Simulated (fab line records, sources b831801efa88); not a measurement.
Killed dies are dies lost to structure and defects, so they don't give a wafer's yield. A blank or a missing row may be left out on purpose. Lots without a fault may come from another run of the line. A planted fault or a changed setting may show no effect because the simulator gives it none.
Which tool did it? | flow sky130 | 11 lots, 31 wafers sampled, at 5 steps of a route of 708

WHAT THE GAUGES READ, wafer by wafer
SKY_VIA2_RS_MEAS_22: measures by four-point-probe.
lot  | measured     | on            | VIA2_W_RS (ohm/sq)
L703 | day 36 09:04 | film_metro-03 | 0.277 0.271 0.275
L706 | day 37 08:13 | film_metro-03 | 0.273 0.277 0.276
L707 | day 37 20:04 | film_metro-01 | 0.272 0.272 0.276
L708 | day 37 21:57 | film_metro-03 | 0.280 0.278 0.283
L712 | day 39 03:04 | film_metro-01 | 0.269 0.275
L713 | day 39 14:52 | film_metro-01 | 0.270 0.278
L718 | day 41 04:49 | film_metro-03 | 0.282 0.275 0.282
L723 | day 42 11:32 | film_metro-04 | 0.276 0.274 0.274
L726 | day 43 06:45 | film_metro-03 | 0.272 0.271 0.277
L724 | day 43 09:56 | film_metro-03 | 0.276 0.276 0.276
L725 | day 43 10:07 | film_metro-01 | 0.271 0.273 0.272

SKY_VIA3_BOW_MEAS_03.
lot  | measured     | on            | VIA3_BOW (um)
L703 | day 38 16:20 | film_metro-04 | 64 85 75
L706 | day 39 13:53 | film_metro-02 | 100 79 87
L707 | day 40 03:29 | film_metro-04 | 92 91 73
L708 | day 40 04:42 | film_metro-04 | 95 88 88
L712 | day 41 07:31 | film_metro-04 | 82
L718 | day 43 06:19 | film_metro-01 | 82 87 89
L723 | day 44 12:23 | film_metro-02 | 81 82 72
L726 | day 45 05:53 | film_metro-04 | 70 71 93
L724 | day 45 09:19 | film_metro-04 | 91 70 79
L725 | day 45 09:40 | film_metro-04 | 72 69 58

WHICH TOOL RAN EACH LOT (tool, then ch and the chambers of the sampled wafers, then the start)
lot  | SKY_METAL3_ETCH_17                 | SKY_METAL3_METAL_ETCH_18          | SKY_METAL3_STRIP_19
L703 | rie_diel-02 ch 0,2,3, day 38 15:01 | rie_metal-01 ch 0,1, day 38 15:01 | plasma_asher-02 ch 0,1, day 38 15:12
L706 | rie_diel-02 ch 1,2,3, day 39 12:31 | rie_metal-01 ch 0,1, day 39 12:36 | plasma_asher-02 ch 0,1, day 39 12:45
L707 | rie_diel-04 ch 0,3, day 39 23:43   | rie_metal-02 ch 0,1, day 39 23:44 | plasma_asher-04 ch 0,1, day 39 23:55
L708 | rie_diel-02 ch 1,2,3, day 40 02:43 | rie_metal-02 ch 0,1, day 40 02:43 | plasma_asher-04 ch 0,1, day 40 02:54
L712 | rie_diel-02 ch 0,2, day 41 05:52   | rie_metal-02 ch 0,1, day 41 05:52 | plasma_asher-02 ch 0,1, day 41 06:03
L713 | rie_diel-04 ch 0,3, day 41 15:26   | rie_metal-02 ch 0,1, day 41 15:34 | plasma_asher-04 ch 0,1, day 41 15:41
L718 | rie_diel-02 ch 1,3, day 43 04:46   | rie_metal-01 ch 1, day 43 04:48   | plasma_asher-02 ch 0,1, day 43 05:10
L723 | rie_diel-03 ch 0,2,3, day 44 11:00 | rie_metal-02 ch 0,1, day 44 11:01 | plasma_asher-04 ch 0,1, day 44 11:11
L726 | rie_diel-04 ch 1,2,3, day 45 04:34 | rie_metal-02 ch 1, day 45 04:35   | plasma_asher-04 ch 0,1, day 45 04:46
L724 | rie_diel-02 ch 0,1,3, day 45 08:00 | rie_metal-02 ch 0,1, day 45 08:01 | plasma_asher-04 ch 0,1, day 45 08:11
L725 | rie_diel-03 ch 0,1,2, day 45 08:21 | rie_metal-02 ch 0,1, day 45 08:22 | plasma_asher-02 ch 0,1, day 45 08:32
- SKY_METAL3_ETCH_17: etches SiO2 in C4F8/O2/Ar, stops on TiN, time 3.9 s, target depth 15 nm.
- SKY_METAL3_METAL_ETCH_18: etches the open film in Cl2/BCl3, stops on SiO2, target depth 845 nm, time 183.1 s.
- SKY_METAL3_STRIP_19: strips in O2/N2.

WHAT THE TOOLS THEMSELVES READ (means of the sampled wafers that have a number; where no wafer has one, the mark that the record gives instead)
SKY_METAL3_ETCH_17.
lot  | tool        | oes_product_au (a.u.)
L703 | rie_diel-02 | 0.751
L706 | rie_diel-02 | 0.755
L707 | rie_diel-04 | 0.748
L708 | rie_diel-02 | 0.759
L712 | rie_diel-02 | 0.756
L713 | rie_diel-04 | 0.745
L718 | rie_diel-02 | 0.756
L723 | rie_diel-03 | 0.758
L726 | rie_diel-04 | 0.755
L724 | rie_diel-02 | 0.746
L725 | rie_diel-03 | 0.743

SKY_METAL3_METAL_ETCH_18.
lot  | tool         | drypump_motor_current_A (A) | oes_product_au (a.u.) | throttle_valve_pct (%)
L703 | rie_metal-01 | 5.66                        | 0.866                 | 22.269
L706 | rie_metal-01 | 5.65                        | 0.872                 | 22.263
L707 | rie_metal-02 | 5.63                        | 0.861                 | 22.266
L708 | rie_metal-02 | 5.63                        | 0.866                 | 22.265
L712 | rie_metal-02 | 5.54                        | 0.818                 | 22.261
L713 | rie_metal-02 | 5.56                        | 0.763                 | 22.265
L718 | rie_metal-01 | 5.66                        | 0.857                 | 22.254
L723 | rie_metal-02 | 5.65                        | 0.860                 | 22.266
L726 | rie_metal-02 | 5.80                        | 0.874                 | 22.266
L724 | rie_metal-02 | 5.46                        | 0.854                 | 22.277
L725 | rie_metal-02 | 5.46                        | 0.861                 | 22.265

SKY_METAL3_STRIP_19.
lot  | tool            | drypump_motor_current_A (A) | oes_product_au (a.u.) | strip_time_to_endpoint_s (s)
L703 | plasma_asher-02 | 5.7                         | 0.496                 | 6.39
L706 | plasma_asher-02 | 5.8                         | 0.499                 | 6.46
L707 | plasma_asher-04 | 6.1                         | 0.497                 | 6.50
L708 | plasma_asher-04 | 5.9                         | 0.503                 | 6.53
L712 | plasma_asher-02 | 5.8                         | 0.540                 | 7.55
L713 | plasma_asher-04 | 6.0                         | 0.587                 | 8.59
L718 | plasma_asher-02 | 5.7                         | 0.505                 | 6.55
L723 | plasma_asher-04 | 6.1                         | 0.503                 | 6.58
L726 | plasma_asher-04 | 6.0                         | 0.500                 | 6.50
L724 | plasma_asher-04 | 6.0                         | 0.503                 | 6.53
L725 | plasma_asher-02 | 5.8                         | 0.497                 | 6.53

THE ANSWER, worked out from the rows above alone
Rule: what is usual is taken from the lots themselves. Put in order of their means at a reading, lots are off if they are a third of the lots or fewer, leave a main group of 4 or more, and stand apart from it by a gap of 3 or more times the standard deviation of the main group's means; of several such gaps the widest counts. A main group whose means are all the same, to the digits that the tables above print for the reading, isn't used. A lot without any number at a reading at which 4 lots or more have one is off too. The other lots that the step has rows for count as sound. The gauges are gone through in route order, then the tools' own readings, and for those a lot's mean is taken as printed above. The first step at which some lot is off is used, and at that step the reading that is off furthest; a lot without a number counts as furthest.
Off: L712, L713, at SKY_METAL3_METAL_ETCH_18 (oes_product_au). The main group: mean 0.863 a.u., standard deviation 0.0063.
A tool fits if, at that step or a process step before it, it ran every lot that is off, and no sound lot after the first of them. None of those tried fits.

WHAT THE SIMULATOR HAD PUT IN
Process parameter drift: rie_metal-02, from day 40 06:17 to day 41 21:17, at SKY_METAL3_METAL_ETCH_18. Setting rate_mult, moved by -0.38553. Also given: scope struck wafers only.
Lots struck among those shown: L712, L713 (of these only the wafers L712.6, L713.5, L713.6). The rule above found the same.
